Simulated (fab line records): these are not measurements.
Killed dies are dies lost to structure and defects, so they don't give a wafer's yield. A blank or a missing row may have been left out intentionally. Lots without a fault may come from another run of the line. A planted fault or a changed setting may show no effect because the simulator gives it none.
Which tool did it? ; flow sfq_line ; Sampling: 14 lots, 42 wafers, 3 of 325 route steps

## WHAT THE GAUGES READ, wafer by wafer
SFQ_JJ_OVL_MEAS_931. Usual: J5_OVL typically reads 2 nm, with standard deviation 6.6.
lot;measured;on;J5_OVL (nm);flag
L502;day 48 09:31;overlay-02;7 -1 4;
L504;day 48 13:07;overlay-02;13 9 3;
L506;day 48 16:44;overlay-02;17 17 7;
L508;day 49 08:52;overlay-01;-6 -3 -11;
L509;day 49 14:52;overlay-01;-3 -6 -1;
L510;day 50 11:16;overlay-01;-4 -3 -1;
L511;day 51 22:04;overlay-02;4 7 0;
L515;day 53 14:43;overlay-01;8 9 6;
L516;day 53 17:07;overlay-02;6 4 7;
L518;day 54 00:19;overlay-01;10 4 1;
L522;day 55 03:43;overlay-01;-12 -5 -5;
L523;day 55 17:20;overlay-01;-2 -2 -3;
L524;day 55 21:58;overlay-02;-1 -7 -2;
L525;day 56 10:59;overlay-02;0 -3 5;

## WHAT TOOL EACH LOT RAN ON (gives the tool, then ch and the chambers of the sampled wafers, and finally the start)
lot;SFQ_TRILAYER_I0_DEP_PECVD_027;SFQ_TRILAYER_I0_CMP_CMP_028
L502;pecvd-03 ch 0,1,2, day 6 17:13;cmp-01 ch 1,2, day 6 18:41
L504;pecvd-01 ch 0,1,2, day 7 04:01;cmp-02 ch 0,1,3, day 7 06:44
L506;pecvd-03 ch 0,2, day 7 14:49;cmp-01 ch 0,2,3, day 7 18:14
L508;pecvd-02 ch 1,2, day 8 01:37;cmp-02 ch 0,3, day 8 06:44
L509;pecvd-02 ch 0,1,2, day 8 07:37;cmp-02 ch 1,2,3, day 8 09:14
L510;pecvd-03 ch 0,1, day 8 13:37;cmp-02 ch 0,2,3, day 8 16:44
L511;pecvd-02 ch 0,1,2, day 8 18:25;cmp-01 ch 0,2,3, day 8 19:35
L515;pecvd-02 ch 1,2, day 10 12:31;cmp-02 ch 0,2, day 10 18:13
L516;pecvd-03 ch 1,2, day 10 21:05;cmp-02 ch 0,1,3, day 11 00:43
L518;pecvd-02 ch 0,1,2, day 11 19:43;cmp-02 ch 0,2,3, day 11 21:17
L522;pecvd-03 ch 0,1,2, day 12 22:07;cmp-01 ch 0,1,3, day 13 00:41
L523;pecvd-03 ch 0,2, day 13 00:31;cmp-01 ch 0,1,2, day 13 06:11
L524;pecvd-01 ch 0,1,2, day 13 05:19;cmp-02 ch 0,1,2, day 13 15:54
L525;pecvd-03 ch 0,2, day 13 11:23;cmp-02 ch 0,2, day 13 17:54
- SFQ_TRILAYER_I0_DEP_PECVD_027: deposits SiO2 from SiH4/N2O, time 111.11 s, target thk 500 nm.
- SFQ_TRILAYER_I0_CMP_CMP_028: polishes SiO2.

## WHAT THE TOOLS THEMSELVES READ (means of the sampled wafers that have a number; where no wafer has one, the mark that the record gives instead)
SFQ_TRILAYER_I0_DEP_PECVD_027. Usual: heater_power_w 85 W, standard deviation 18; run_length_s 139.0 s, standard deviation 0.46; throttle_valve_pct 25.2 %, standard deviation 1.
lot;tool;heater_power_w (W);run_length_s (s);throttle_valve_pct (%);flag
L502;pecvd-03;100;139.0;25.0;
L504;pecvd-01;71;138.9;24.9;
L506;pecvd-03;114;139.0;24.8;
L508;pecvd-02;77;139.4;26.1;
L509;pecvd-02;78;139.1;26.4;
L510;pecvd-03;107;139.1;25.1;
L511;pecvd-02;80;139.3;26.3;
L515;pecvd-02;68;170.2;23.3;OFF
L516;pecvd-03;97;138.4;25.6;
L518;pecvd-02;70;170.0;23.5;OFF
L522;pecvd-03;102;139.0;25.5;
L523;pecvd-03;109;139.2;25.3;
L524;pecvd-01;69;139.0;25.0;
L525;pecvd-03;111;139.1;25.3;

SFQ_TRILAYER_I0_CMP_CMP_028. Usual: motor_current_A 10.2 A, standard deviation 0.9; time_to_endpoint_s 212 s, standard deviation 8.8.
lot;tool;motor_current_A (A);time_to_endpoint_s (s);flag
L502;cmp-01;11.2;213;
L504;cmp-02;10.4;206;
L506;cmp-01;9.8;203;
L508;cmp-02;10.3;220;
L509;cmp-02;10.3;218;
L510;cmp-02;10.4;214;
L511;cmp-01;9.7;213;
L515;cmp-02;9.5;312;OFF
L516;cmp-02;10.5;217;
L518;cmp-02;10.2;314;OFF
L522;cmp-01;10.5;216;
L523;cmp-01;9.9;209;
L524;cmp-02;9.8;210;
L525;cmp-02;9.5;210;

## THE ANSWER, worked out from the rows above alone
Rule: a lot counts as off when the mean over its wafers that have a number is more than 3 standard deviations away from the usual mean. Also off: a lot with no number at a reading for which 4 or more lots have one. All remaining lots with rows at the step are treated as sound. First the gauges in route order, then the tools' own readings, where a lot's mean is used as printed above. The first step at which some lot is off is used, and at that step the reading that is off furthest; a lot without a number counts as furthest.
Off, at SFQ_TRILAYER_I0_DEP_PECVD_027 on run_length_s: L515, L518.
A tool fits if, at that step or a process step before it, it ran every lot that is off, and no sound lot after the first of them. One candidate fits, namely pecvd-02 at SFQ_TRILAYER_I0_DEP_PECVD_027. A fault onset in the window from L511 (day 8 18:25, its last sound lot) to L515 (day 10 12:31, its first lot off) fits.
On the lots that are off, the tool's own readings at SFQ_TRILAYER_I0_DEP_PECVD_027 differ by more than 5 times the standard deviation of the sound lots' means, which bears it out; run_length_s reads 170.1 s there versus 139.0 s on the sound lots.

## WHAT THE SIMULATOR PUT IN
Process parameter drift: pecvd-02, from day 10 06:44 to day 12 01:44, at SFQ_TRILAYER_I0_DEP_PECVD_027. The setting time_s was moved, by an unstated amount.
Shown lots that were struck: L515, L518. The rule given above showed the same thing.
